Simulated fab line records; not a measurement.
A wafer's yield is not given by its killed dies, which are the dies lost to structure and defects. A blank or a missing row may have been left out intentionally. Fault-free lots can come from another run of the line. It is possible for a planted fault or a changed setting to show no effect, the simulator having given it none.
Lot-split experiment + flow gf180mcu + route with 602 steps; 5 lots, 23 wafers read

## SPLIT DETAILS
At GF_MVPSD_STRIP_10 (strips in O2/N2), the setting pressureMtorr was moved away from the recipe's 1500 mTorr on 20 of the 23 wafers read, by -11.3% to +7.5%. This setting was run at the recipe's value on the other wafers.

Reading taken at the split's own step.

## THE READING
oesProductAu, in a.u., at GF_MVPSD_STRIP_10 (strips in O2/N2). On this fab line, fault-free wafers typically give 0.722 a.u. with a standard deviation of 0.0042 a.u.

| wafer  | tool, chamber at the split | pressureMtorr as run, mTorr | against the recipe | oesProductAu, a.u. | against lot-mates on the recipe |
|--------|----------------------------|-----------------------------|--------------------|--------------------|---------------------------------|
| L074.1 | plasmaAsher-04, 0          | 1331                        | -11.3%             | 0.710              | no lot-mate on the recipe       |
| L074.2 | plasmaAsher-04, 1          | 1331                        | -11.3%             | 0.706              | no lot-mate on the recipe       |
| L074.3 | plasmaAsher-04, 1          | 1331                        | -11.3%             | 0.703              | no lot-mate on the recipe       |
| L074.4 | plasmaAsher-04, 0          | 1331                        | -11.3%             | 0.704              | no lot-mate on the recipe       |
| L074.6 | plasmaAsher-04, 1          | 1331                        | -11.3%             | 0.708              | no lot-mate on the recipe       |
| L077.1 | plasmaAsher-03, 0          | 1612                        | +7.5%              | 0.730              | no lot-mate on the recipe       |
| L077.2 | plasmaAsher-03, 1          | 1612                        | +7.5%              | 0.728              | no lot-mate on the recipe       |
| L077.4 | plasmaAsher-03, 1          | 1612                        | +7.5%              | 0.724              | no lot-mate on the recipe       |
| L077.5 | plasmaAsher-03, 0          | 1612                        | +7.5%              | 0.737              | no lot-mate on the recipe       |
| L077.6 | plasmaAsher-03, 1          | 1612                        | +7.5%              | 0.735              | no lot-mate on the recipe       |
| L081.2 | plasmaAsher-03, 1          | 1500                        | recipe             | 0.721              | -                               |
| L081.4 | plasmaAsher-03, 0          | 1500                        | recipe             | 0.727              | -                               |
| L081.6 | plasmaAsher-03, 1          | 1500                        | recipe             | 0.720              | -                               |
| L082.1 | plasmaAsher-04, 1          | 1417                        | -5.5%              | 0.716              | no lot-mate on the recipe       |
| L082.3 | plasmaAsher-04, 0          | 1417                        | -5.5%              | 0.713              | no lot-mate on the recipe       |
| L082.4 | plasmaAsher-04, 1          | 1417                        | -5.5%              | 0.712              | no lot-mate on the recipe       |
| L082.5 | plasmaAsher-04, 1          | 1417                        | -5.5%              | 0.716              | no lot-mate on the recipe       |
| L082.6 | plasmaAsher-04, 0          | 1417                        | -5.5%              | 0.722              | no lot-mate on the recipe       |
| L085.1 | plasmaAsher-02, 0          | 1598                        | +6.5%              | 0.724              | no lot-mate on the recipe       |
| L085.2 | plasmaAsher-02, 1          | 1598                        | +6.5%              | 0.729              | no lot-mate on the recipe       |
| L085.3 | plasmaAsher-02, 1          | 1598                        | +6.5%              | 0.733              | no lot-mate on the recipe       |
| L085.4 | plasmaAsher-02, 0          | 1598                        | +6.5%              | 0.730              | no lot-mate on the recipe       |
| L085.6 | plasmaAsher-02, 1          | 1598                        | +6.5%              | 0.731              | no lot-mate on the recipe       |

FIT RESULTS
A straight line over all 23 wafers: oesProductAu changes by +0.00127 a.u. for each +1% of pressureMtorr; r = +0.93; the points scatter about the line by 0.0038 a.u.
Too few moved wafers with a lot-mate on the recipe to fit a line net of each lot's own level.
Tool readings at the split's step, against how far the setting was moved: oesProductAu r = +0.93; stripTimeToEndpointS r = -0.99.

## THE WHOLE CHAIN: every reading that the file lists as answering this split, in the file's order
| step              | what it does    | reading              | change (the file's fit)                   | r (the file's) |
|-------------------|-----------------|----------------------|-------------------------------------------|----------------|
| GF_MVPSD_STRIP_10 | strips in O2/N2 | oesProductAu         | +0.00127 a.u. for each +1% of the setting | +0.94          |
| GF_MVPSD_STRIP_10 | strips in O2/N2 | stripTimeToEndpointS | withheld for each +1% of the setting      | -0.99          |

## THE FILE'S OWN FIT
oesProductAu changes by +0.00127 a.u. for each +1% of pressureMtorr, r = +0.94.
